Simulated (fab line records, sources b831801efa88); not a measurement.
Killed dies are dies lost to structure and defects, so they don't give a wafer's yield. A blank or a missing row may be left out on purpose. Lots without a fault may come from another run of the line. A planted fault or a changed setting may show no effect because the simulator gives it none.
Which tool did it? | flow sky130 | 7 lots, 21 wafers sampled, at 1 step of a route of 708

WHAT THE GAUGES READ, wafer by wafer
SKY_METAL1_RS_MEAS_05: measures by four-point-probe.
lot  | measured     | on            | METAL1_ALCU_RS (ohm/sq)
L576 | day 31 09:35 | film_metro-04 | 0.1358 0.1335 0.1324
L579 | day 32 19:35 | film_metro-04 | 0.1310 0.1293 0.1304
L586 | day 35 05:20 | film_metro-03 | 0.1327 0.1340 0.1353
L591 | day 37 10:08 | film_metro-04 | 0.1329 0.1333 0.1310
L593 | day 38 15:21 | film_metro-04 | 0.1322 0.1301 0.1317
L596 | day 38 15:52 | film_metro-01 | 0.1330 0.1301 0.1320
L597 | day 38 21:08 | film_metro-01 | 0.1322 0.1324 0.1345

WHICH TOOL RAN EACH LOT (tool, then ch and the chambers of the sampled wafers, then the start)
The record holds no process step before these readings.

THE ANSWER, worked out from the rows above alone
Rule: what is usual is taken from the lots themselves. Put in order of their means at a reading, lots are off if they are a third of the lots or fewer, leave a main group of 4 or more, and stand apart from it by a gap of 3 or more times the standard deviation of the main group's means; of several such gaps the widest counts. A main group whose means are all the same, to the digits that the tables above print for the reading, isn't used. A lot without any number at a reading at which 4 lots or more have one is off too. The other lots that the step has rows for count as sound.
No lot is off at any reading shown: from this, nothing can be told.

WHAT THE SIMULATOR HAD PUT IN
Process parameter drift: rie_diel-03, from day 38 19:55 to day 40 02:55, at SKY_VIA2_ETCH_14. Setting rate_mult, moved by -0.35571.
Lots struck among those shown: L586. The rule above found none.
